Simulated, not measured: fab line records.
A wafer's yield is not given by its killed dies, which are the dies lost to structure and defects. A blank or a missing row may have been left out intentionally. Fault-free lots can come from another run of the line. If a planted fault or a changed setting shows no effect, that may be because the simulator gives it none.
Shared-tool check + flow sky130 + 12 lots and 36 wafers in the sample

== WHY IT WAS OPENED ==
2 of 12 lots carry a flag on the reading RES_XHIGH_TW at SKY_RES_XHIGH_TW_MEAS_09. No-fault wafers: 1633, standard deviation 20.
Rule: a lot is flagged when every wafer of it that has a number lies more than 4 standard deviations from that mean, or none has a number. The rest of the lots are taken to be sound.

| lot  | measured     | on            | RES_XHIGH_TW, wafer by wafer | flag    |
|------|--------------|---------------|------------------------------|---------|
| L680 | day 26 21:47 | film metro-02 | 1667 1665 1680               |         |
| L685 | day 28 16:20 | film metro-03 | 1627 1617 1613               |         |
| L686 | day 28 16:56 | film metro-04 | 1621 1624 1624               |         |
| L687 | day 29 11:03 | film metro-03 | 1639 1632 1633               |         |
| L689 | day 30 00:12 | film metro-03 | 1633 1632 1626               |         |
| L690 | day 30 07:05 | film metro-03 | 1627 1615 1619               |         |
| L691 | day 31 03:08 | film metro-02 | 1671 1670 1663               |         |
| L697 | day 32 14:42 | film metro-02 | 1662 1659 1663               |         |
| L698 | day 33 01:44 | film metro-02 | 1329 1336 1338               | FLAGGED |
| L699 | day 33 12:58 | film metro-04 | 1303 1307 1295               | FLAGGED |
| L702 | day 35 10:58 | film metro-04 | 1632 1632 1624               |         |
| L701 | day 35 14:54 | film metro-03 | 1617 1615 1613               |         |
The numbers of the flagged lots are 1318 on average: -315 against the usual, or -16 standard deviations.

== WHICH TOOL RAN EACH LOT ==
2 process steps preceding the reading are held in the record, out of 708 steps in the route. Each cell gives the tool, then ch followed by the chambers the sampled wafers passed through, then the start.
| lot  | flag    | SKY_LDD_P_STRIP_10                   | SKY_RES_XHIGH_IMPLANT_07        |
|------|---------|--------------------------------------|---------------------------------|
| L680 |         | plasma asher-04 ch 0,1, day 19 04:44 | implanter-02 ch 0, day 26 21:34 |
| L685 |         | plasma asher-04 ch 0,1, day 21 00:56 | implanter-02 ch 0, day 28 16:05 |
| L686 |         | plasma asher-01 ch 0,1, day 21 01:20 | implanter-02 ch 0, day 28 16:41 |
| L687 |         | plasma asher-03 ch 0,1, day 21 19:23 | implanter-01 ch 0, day 29 10:50 |
| L689 |         | plasma asher-01 ch 0,1, day 22 11:44 | implanter-02 ch 0, day 29 23:58 |
| L690 |         | plasma asher-01 ch 0,1, day 22 22:23 | implanter-02 ch 0, day 30 06:52 |
| L691 |         | plasma asher-04 ch 0,1, day 23 17:20 | implanter-01 ch 0, day 31 02:53 |
| L697 |         | plasma asher-04 ch 0,1, day 25 10:32 | implanter-02 ch 0, day 32 14:29 |
| L698 | FLAGGED | plasma asher-03 ch 0,1, day 25 21:20 | implanter-02 ch 0, day 33 01:31 |
| L699 | FLAGGED | plasma asher-03 ch 0,1, day 26 08:02 | implanter-02 ch 0, day 33 12:44 |
| L702 |         | plasma asher-04 ch 0,1, day 28 11:53 | implanter-01 ch 0, day 35 10:43 |
| L701 |         | plasma asher-03 ch 0,1, day 28 16:05 | implanter-01 ch 0, day 35 14:40 |
What the steps here do:
- SKY_LDD_P_STRIP_10: strips in O2/N2.
- SKY_RES_XHIGH_IMPLANT_07
- SKY_RES_XHIGH_TW_MEAS_09

== FLAGGED AGAINST TOTAL, ONE TOOL AT A TIME (gauges that did the reading follow at the end) ==
| step                     | tool            | lots run | flagged | share of the flagged lots | sound lots run after its first flagged lot |
|--------------------------|-----------------|----------|---------|---------------------------|--------------------------------------------|
| SKY_LDD_P_STRIP_10       | plasma asher-01 | 3        | 0       | none                      | -                                          |
| SKY_LDD_P_STRIP_10       | plasma asher-03 | 4        | 2       | all                       | 1 (L701)                                   |
| SKY_LDD_P_STRIP_10       | plasma asher-04 | 5        | 0       | none                      | -                                          |
| SKY_RES_XHIGH_IMPLANT_07 | implanter-01    | 4        | 0       | none                      | -                                          |
| SKY_RES_XHIGH_IMPLANT_07 | implanter-02    | 8        | 2       | all                       | 0                                          |
| SKY_RES_XHIGH_TW_MEAS_09 | film metro-02   | 4        | 1       | some                      | 0                                          |
| SKY_RES_XHIGH_TW_MEAS_09 | film metro-03   | 5        | 0       | none                      | -                                          |
| SKY_RES_XHIGH_TW_MEAS_09 | film metro-04   | 3        | 1       | some                      | 1 (L702)                                   |

== WHAT IS ALLOWED BY THE TABLE ==
Rows of the table that ran all the flagged lots, 2 in number: plasma asher-03 at SKY_LDD_P_STRIP_10; implanter-02 at SKY_RES_XHIGH_IMPLANT_07.
- plasma asher-03 at SKY_LDD_P_STRIP_10 ran 4 lots, 2 of them flagged. Sound lots followed the first flagged one (L701) on it, something a lasting fault affecting the whole tool could not allow.
- implanter-02 at SKY_RES_XHIGH_IMPLANT_07 ran 8 lots, 2 of them flagged. Last sound lot L697 at day 32 14:29, first flagged lot L698 at day 33 01:31; a fault beginning in between fits. Its own readings (beam on s, dose ions cm2) fall more than 4 standard deviations out on all wafers of the flagged lots.
What remains is a single tool, implanter-02 at SKY_RES_XHIGH_IMPLANT_07.

== WHAT WAS PUT IN BY THE SIMULATOR ==
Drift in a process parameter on implanter-02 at SKY_RES_XHIGH_IMPLANT_07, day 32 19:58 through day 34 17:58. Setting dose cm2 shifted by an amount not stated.
Shown lots that were struck: L698, L699. The rule given above showed the same thing.
